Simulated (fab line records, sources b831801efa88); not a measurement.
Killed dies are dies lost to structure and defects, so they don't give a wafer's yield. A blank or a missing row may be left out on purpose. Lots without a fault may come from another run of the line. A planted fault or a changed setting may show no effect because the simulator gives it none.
fab line records | flow sky130
record lots=15 wafers=45 last_day=50
route steps=708 shown FIELD_ISO@28 POLY_GATE@236 LDD_N@241 LI_CONTACT@381
lots that met no fault: from a run of the same line without faults
start_h: hours from the record's first day to the start of the lot's first wafer shown | wait_h: hours since the lot's step before | " the same as in the row above | L1.1+2: a row that stands for several wafers | - no value, or no start given | * or withheld: withheld | < > ~ a bound
route shown NAME@n: a module of which the file shows steps, and the number in the route of the first | usual: mean/standard deviation of fault-free wafers | same: alike in all rows | chamber/n: place in a boat | sites: the reading at each site | _std_site: their standard deviation | _edge_site: outer sites' mean less inner sites' | radius_mm: how far each site lies from the wafer's centre | mask NAME#n: copy n | behind: the tool/chamber that last shaped the wafer | hold: why the lot was held/for how many hours/how that ended | device: the transistor (n, p or np) that didn't switch | end of line: the same wafers' tests at the end of the route | a step without rows: its recipe alone | killed: dies lost to structure and defects at the first sort, not the wafer's yield | map: a wafer's dies, x killed, . not, _ none there
set.NAME: the setting as run; set.NAME@STEP: as run at that earlier step | model.NAME: the simulator's own value behind a step, which no gauge read
steps of the route over a sample of lots; a table a step, a row a wafer
services: from which hour (start_h, from the record's first day; less than 0 if before it) a tool's chamber was out of use, for how many hours, and why
## steps
# step SKY_FIELD_ISO_CMP_27
# recipe stop_on=Si3N4 t_overpolish_s=16 down_force_psi=4 platen_rpm=60 target_thk_nm=457.8 pad_velocity_m_s=0.94248
# usual motor_current_A=12.7/0.75 overpolish_run_s=16.000/0.01 time_to_endpoint_s=113/4
# columns lot.wafer tool chamber start_h wait_h motor_current_A overpolish_run_s time_to_endpoint_s
L236.1 cmp-01 0 34.03 0.1 12.6 15.997 113
L236.5 " 3 " " 13.9 16.012 111
L236.6 " 0 " " 12.3 15.983 112
L237.2 cmp-01 0 39.99 0.0 12.8 16.013 115
L237.3 " 3 " " 14.0 15.995 114
L237.5 " 1 " " 12.4 16.006 118
L240.1 cmp-02 3 52.17 0.0 12.2 16.011 115
L240.6 " 3 " " 11.6 16.006 109
L240.5 " 0 " " 12.0 16.002 111
L241.3 cmp-02 0 59.30 0.1 11.4 15.997 111
L241.2 " 1 " " 13.7 15.993 105
L241.6 " 3 " " 12.0 15.975 109
L242.1 cmp-02 0 63.06 0.1 12.9 16.013 120
L242.6 " 3 " " 12.5 15.988 114
L242.5 " 0 " " 12.7 15.996 112
L243.3 cmp-01 0 69.58 0.1 12.9 16.004 113
L243.2 " 1 " " 12.7 16.007 119
L243.6 " 3 " " 14.5 15.997 114
L244.1 cmp-01 1 79.09 0.0 12.9 16.007 122
L244.6 " 1 " " 12.9 15.991 125
L244.5 " 2 " " 12.0 16.018 115
L245.4 cmp-02 2 82.94 0.0 12.4 15.986 111
L245.1 " 0 " " 12.4 16.006 114
L245.2 " 1 " " 13.9 16.005 110
L246.4 cmp-02 1 84.69 0.1 13.1 16.022 108
L246.6 " 0 " " 12.6 16.006 115
L246.5 " 1 " " 13.3 16.003 110
L247.1 cmp-01 0 98.50 0.0 12.9 16.018 116
L247.3 " 1 " " 12.6 15.974 125
L247.6 " 0 " " 12.2 16.000 115
L250.2 cmp-02 3 114.94 0.0 12.3 16.017 105
L250.5 " 3 " " 11.6 16.014 112
L250.6 " 0 " " 12.0 16.014 114
L249.3 cmp-01 0 115.09 0.1 12.3 15.997 113
L249.5 " 1 " " 12.7 15.997 117
L249.6 " 2 " " 12.3 16.010 110
L251.3 cmp-01 1 121.73 0.1 12.4 16.015 115
L251.1 " 2 " " 12.1 15.986 107
L251.5 " 1 " " 12.9 16.015 118
L258.1 cmp-02 3 147.20 0.1 11.9 15.995 110
L258.4 " 0 " " 12.7 15.986 112
L258.6 " 1 " " 13.4 15.997 117
L259.3 cmp-02 3 154.68 0.0 12.2 16.002 112
L259.6 " 3 " " 11.7 15.975 113
L259.5 " 0 " " 11.8 15.999 113
# step SKY_POLY_GATE_CD_MEAS_22
# usual cd_nm=149.6/2.2
# columns lot.wafer tool chamber start_h wait_h cd_nm
L236.1 cd_sem-01 - 372.62 0.1 147.8
L236.5 " - " " 148.5
L236.6 " - " " 146.9
L237.2 cd_sem-02 - 372.65 0.1 149.2
L237.3 " - " " 151.4
L237.5 " - " " 147.6
L240.1 cd_sem-01 - 400.76 0.1 148.0
L240.5 " - " " 146.8
L240.6 " - " " 148.4
L241.2 cd_sem-01 - 410.62 0.1 148.3
L241.3 " - " " 149.6
L241.6 " - " " 149.3
L242.1 cd_sem-02 - 417.27 0.1 151.6
L242.5 " - " " 152.7
L242.6 " - " " 149.5
L243.2 cd_sem-01 - 437.84 0.1 150.7
L243.3 " - " " 151.1
L243.6 " - " " 149.9
L244.1 cd_sem-02 - 441.65 0.1 152.8
L244.5 " - " " 154.9
L244.6 " - " " 152.6
L246.4 cd_sem-01 - 459.31 0.1 149.3
L246.5 " - " " 150.7
L246.6 " - " " 151.6
L245.1 cd_sem-01 - 462.53 0.1 150.3
L245.2 " - " " 151.2
L245.4 " - " " 150.1
L247.1 cd_sem-02 - 492.64 0.1 147.6
L247.3 " - " " 149.5
L247.6 " - " " 146.8
L250.2 cd_sem-02 - 512.67 0.1 147.5
L250.5 " - " " 150.5
L250.6 " - " " 151.9
L249.3 cd_sem-02 - 513.80 0.1 150.3
L249.5 " - " " 149.7
L249.6 " - " " 150.3
L251.1 cd_sem-02 - 520.05 0.1 147.0
L251.3 " - " " 148.0
L251.5 " - " " 147.3
L258.1 cd_sem-02 - 565.48 0.1 150.5
L258.4 " - " " 150.0
L258.6 " - " " 151.7
L259.3 cd_sem-01 - 571.75 0.1 146.1
L259.5 " - " " 147.3
L259.6 " - " " 147.8
# step SKY_LDD_N_EXPOSE_04
# recipe mask_id=NTM target_cd_nm=840 na=0.6 source_shape=conventional sigma_outer=0.6 dose_mj=110
# usual exposure_dose_mJ_cm2=110.00/0.12 focus_offset_nm=-0.1/0.54 sigma_outer=0.6/0
# columns lot.wafer tool chamber start_h wait_h mask exposure_dose_mJ_cm2 focus_offset_nm sigma_outer
L236.1 iline_stepper-02 0 387.36 - NTM#0 110.08 -0.9 0.6
L236.5 " 0 " " NTM#0 110.06 0.2 0.6
L236.6 " 0 " " NTM#0 109.93 -0.6 0.6
L237.2 iline_stepper-01 0 387.63 - NTM#0 110.23 -0.9 0.6
L237.3 " 0 " " NTM#0 110.15 0.5 0.6
L237.5 " 0 " " NTM#0 110.12 0.0 0.6
L240.1 iline_stepper-01 0 415.78 - NTM#0 110.17 0.6 0.6
L240.5 " 0 " " NTM#0 110.21 -1.1 0.6
L240.6 " 0 " " NTM#0 110.28 -0.3 0.6
L241.2 iline_stepper-01 0 426.11 - NTM#0 109.90 0.6 0.6
L241.3 " 0 " " NTM#0 110.02 0.3 0.6
L241.6 " 0 " " NTM#0 109.94 0.8 0.6
L242.1 iline_stepper-02 0 432.42 - NTM#0 110.08 0.0 0.6
L242.5 " 0 " " NTM#0 110.14 0.1 0.6
L242.6 " 0 " " NTM#0 110.21 0.8 0.6
L243.2 iline_stepper-02 0 453.57 - NTM#0 109.93 -0.6 0.6
L243.3 " 0 " " NTM#0 110.18 0.4 0.6
L243.6 " 0 " " NTM#0 110.09 0.6 0.6
L244.1 iline_stepper-01 0 457.42 - NTM#0 109.88 0.7 0.6
L244.5 " 0 " " NTM#0 109.88 -0.1 0.6
L244.6 " 0 " " NTM#0 109.88 0.4 0.6
L246.4 iline_stepper-02 0 474.48 - NTM#0 109.97 0.5 0.6
L246.5 " 0 " " NTM#0 109.95 0.8 0.6
L246.6 " 0 " " NTM#0 109.74 -0.3 0.6
L245.1 iline_stepper-01 0 478.17 - NTM#0 110.07 -0.5 0.6
L245.2 " 0 " " NTM#0 110.01 -0.3 0.6
L245.4 " 0 " " NTM#0 109.99 0.3 0.6
L247.1 iline_stepper-01 0 507.95 - NTM#0 109.98 -0.1 0.6
L247.3 " 0 " " NTM#0 109.88 0.3 0.6
L247.6 " 0 " " NTM#0 109.95 0.1 0.6
L250.2 iline_stepper-02 - 528.33 - NTM#0 - - -
L250.5 " - " " NTM#0 - - -
L250.6 " - " " NTM#0 - - -
L249.3 iline_stepper-02 - 528.83 - NTM#0 - - -
L249.5 " - " " NTM#0 - - -
L249.6 " - " " NTM#0 - - -
L251.1 iline_stepper-02 - 535.54 - NTM#0 - - -
L251.3 " - " " NTM#0 - - -
L251.5 " - " " NTM#0 - - -
L258.1 iline_stepper-02 0 580.19 - NTM#0 110.10 -0.2 0.6
L258.4 " 0 " " NTM#0 109.89 -0.2 0.6
L258.6 " 0 " " NTM#0 110.07 -0.3 0.6
L259.3 iline_stepper-02 0 586.03 - NTM#0 110.10 0.4 0.6
L259.5 " 0 " " NTM#0 110.21 0.3 0.6
L259.6 " 0 " " NTM#0 110.08 0.6 0.6
# step SKY_LI_CONTACT_SPUTTER_19
# recipe material=Ti target_thk_nm=20 chamber_pressure_pa=5 power_w=2500 substrate_temp_c=200 time_s=106.37
# usual cathode_dc_power_W=2500.0/0.49 throttle_valve_pct=29.8/1.2
# columns lot.wafer tool chamber start_h wait_h cathode_dc_power_W throttle_valve_pct
L236.1 pvd_sputter-03 - 679.85 0.0 2500.5 29.2
L236.5 " - " " 2499.4 31.3
L236.6 " - " " 2499.6 30.2
L237.2 pvd_sputter-04 - 680.64 0.0 2499.6 27.8
L237.3 " - " " 2500.8 29.7
L237.5 " - " " 2500.9 29.7
L240.1 pvd_sputter-04 - 705.25 0.0 2499.4 27.2
L240.5 " - " " 2500.5 29.7
L240.6 " - " " 2499.9 30.8
L241.2 pvd_sputter-03 - 711.05 0.0 2500.8 30.5
L241.3 " - " " 2499.6 29.2
L241.6 " - " " 2500.2 31.4
L242.1 pvd_sputter-02 - 721.17 0.0 2500.4 29.0
L242.5 " - " " 2500.3 29.0
L242.6 " - " " 2499.9 29.0
L243.2 pvd_sputter-03 - 737.67 0.0 2499.6 31.2
L243.3 " - " " 2499.9 29.2
L243.6 " - " " 2500.5 29.0
L244.1 pvd_sputter-02 - 743.15 0.0 2499.0 29.1
L244.5 " - " " 2499.8 32.0
L244.6 " - " " 2499.9 29.3
L246.4 pvd_sputter-03 - 758.90 0.0 2499.7 30.4
L246.5 " - " " 2499.0 29.8
L246.6 " - " " 2499.6 31.4
L245.1 pvd_sputter-03 - 759.69 0.0 2499.7 29.3
L245.2 " - " " 2499.6 29.7
L245.4 " - " " 2499.8 30.5
L247.1 pvd_sputter-02 - 788.72 0.0 2499.7 32.0
L247.3 " - " " 2500.5 29.2
L247.6 " - " " 2500.2 29.3
L250.2 pvd_sputter-02 - 808.30 0.0 2499.9 32.2
L250.5 " - " " 2499.4 29.4
L250.6 " - " " 2500.0 29.2
L249.3 pvd_sputter-03 - 809.12 0.0 2500.6 31.1
L249.5 " - " " 2499.7 29.2
L249.6 " - " " 2499.8 29.5
L251.1 pvd_sputter-02 - 810.92 0.0 2499.6 28.7
L251.3 " - " " 2499.9 32.1
L251.5 " - " " 2499.3 28.5
L258.1 pvd_sputter-04 - 848.08 0.0 2500.4 29.5
L258.4 " - " " 2500.2 28.7
L258.6 " - " " 2500.1 28.8
L259.3 pvd_sputter-03 - 855.65 0.0 2500.3 29.8
L259.5 " - " " 2499.6 29.3
L259.6 " - " " 2500.6 30.6
## services
# columns tool chamber start_h hours kind
iline_stepper-02 - 12.30 1.7 pm
cmp-02 - 12.34 13.9 pm
cmp-02 - 34.20 8.2 repair
cmp-02 - 39.08 1.4 repair
cmp-02 - 49.81 0.3 repair
iline_stepper-02 - 55.21 4.3 pm
cmp-02 - 64.00 4.0 pm
cmp-02 - 103.17 0.4 repair
iline_stepper-02 - 140.16 1.2 repair
cmp-02 - 185.41 4.5 repair
cmp-02 - 186.02 1.5 repair
iline_stepper-02 - 186.65 2.8 repair
cmp-02 - 217.17 5.9 pm
iline_stepper-02 - 230.48 1.7 pm
cmp-02 - 264.41 3.4 pm
cmp-02 - 300.73 3.0 repair
cmp-02 - 308.14 0.5 repair
cmp-02 - 340.26 1.5 repair
iline_stepper-02 - 448.66 1.7 pm
iline_stepper-02 - 630.37 4.4 pm
iline_stepper-02 - 644.96 6.5 repair
iline_stepper-02 - 666.84 1.7 pm
iline_stepper-02 - 772.72 2.1 pm
iline_stepper-02 - 834.64 12.7 repair
## key
first_sign step=SKY_LDD_N_EXPOSE_04 reading=tool_record direction=missing
effect none on later readings
met_at SKY_LDD_N_EXPOSE_04
struck_lots L249,L250,L251
sort_left_out L249.3,L249.5,L249.6,L250.2,L250.5,L250.6,L251.1,L251.3,L251.5
tester_left_out L249,L250,L251
not_acting_at SKY_FIELD_ISO_CMP_27,SKY_POLY_GATE_CD_MEAS_22,SKY_LI_CONTACT_SPUTTER_19
onset_between 474.48 528.33
fault kind=skipped_step_whole tool=iline_stepper-02 chamber=- onset_h=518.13 steps=SKY_LDD_N_EXPOSE_04 scope=struck_lots_only
# tester_left_out: of these lots the tester's yield and bins aren't shown, on N5 and GAA mostly nor the transistor test; their killed dies are dies lost to structure and defects alone, not to doping, threshold or leakage, so they don't give the yield
# sort_left_out: the simulated sort isn't trusted on such a fault, so these wafers' sort isn't shown, and their yield isn't known
